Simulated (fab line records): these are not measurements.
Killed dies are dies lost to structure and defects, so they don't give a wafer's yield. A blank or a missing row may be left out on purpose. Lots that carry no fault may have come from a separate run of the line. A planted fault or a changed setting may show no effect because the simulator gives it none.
2 desks looking at one fault / flow sfq_line / each desk has only its own numbers; what lay behind them comes last

## FROM THE METROLOGY DESK
What the gauges read for every lot (on any tool): the sampled wafers with a number, averaged. If a lot's mean is further than 4 standard deviations from the usual mean, the lot is out of limits and carries the mark OUT (the distance appears in the brackets).
Columns: A = I6_BOW at SFQ_I6_BOW_MEAS_941, usual 7 um
lot=L426; first seen here=day 72 12:57; A=-5
lot=L427; first seen here=day 74 21:38; A=1
lot=L428; first seen here=day 75 00:05; A=9
lot=L429; first seen here=day 75 07:22; A=-1
lot=L430; first seen here=day 75 10:23; A=20
lot=L431; first seen here=day 75 13:22; A=25
lot=L433; first seen here=day 75 18:32; A=3
lot=L437; first seen here=day 78 08:58; A=18
lot=L438; first seen here=day 78 11:59; A=4
lot=L439; first seen here=day 78 14:56; A=4
lot=L440; first seen here=day 78 17:56; A=25
lot=L444; first seen here=day 79 04:49; A=15
lot=L446; first seen here=day 83 00:05; A=9
lot=L447; first seen here=day 83 03:17; A=-1
lot=L448; first seen here=day 83 07:22; A=-14
This desk found nothing out of limits on any of the 15 lots.

## FOR THE TOOL OWNER'S DESK: cmp-02
The tool's own readings at SFQ_TRILAYER_I6_CMP_CMP_166 (polishes SiO2): means of the sampled wafers that have a number, for each lot that ran on this tool. If a lot's mean is further than 4 standard deviations from the usual mean, the lot is out of limits and carries the mark OUT (the distance appears in the brackets).
Columns: A = motor_current_A at SFQ_TRILAYER_I6_CMP_CMP_166, usual 10.1 A; B = platen_rpm at SFQ_TRILAYER_I6_CMP_CMP_166, usual 60.00 rpm; C = time_to_endpoint_s at SFQ_TRILAYER_I6_CMP_CMP_166, usual 201 s
lot=L427; first seen here=day 74 18:38; A=10.4; B=60.03; C=194
lot=L429; first seen here=day 75 04:22; A=9.5; B=60.00; C=200
lot=L430; first seen here=day 75 07:52; A=10.3; B=59.99; C=194
lot=L431; first seen here=day 75 10:22; A=10.3; B=59.99; C=209
lot=L437; first seen here=day 78 05:56; A=9.9; B=60.05; C=182
lot=L438; first seen here=day 78 10:26; A=9.1; B=60.01; C=188
lot=L439; first seen here=day 78 11:56; A=10.8; B=60.00; C=185
lot=L440; first seen here=day 78 16:26; A=10.1; B=59.98; C=191
lot=L446; first seen here=day 82 21:04; A=9.9; B=60.03; C=194
lot=L447; first seen here=day 83 00:16; A=10.6; B=60.02; C=197
lot=L448; first seen here=day 83 04:22; A=10.0; B=60.03; C=199
This desk found nothing out of limits on any of the 11 lots.

## PUT TOGETHER
Metrology desk: nothing out of limits seen.
Nothing out of limits was seen by the tool owner's desk.

## WHAT WAS PUT IN BY THE SIMULATOR
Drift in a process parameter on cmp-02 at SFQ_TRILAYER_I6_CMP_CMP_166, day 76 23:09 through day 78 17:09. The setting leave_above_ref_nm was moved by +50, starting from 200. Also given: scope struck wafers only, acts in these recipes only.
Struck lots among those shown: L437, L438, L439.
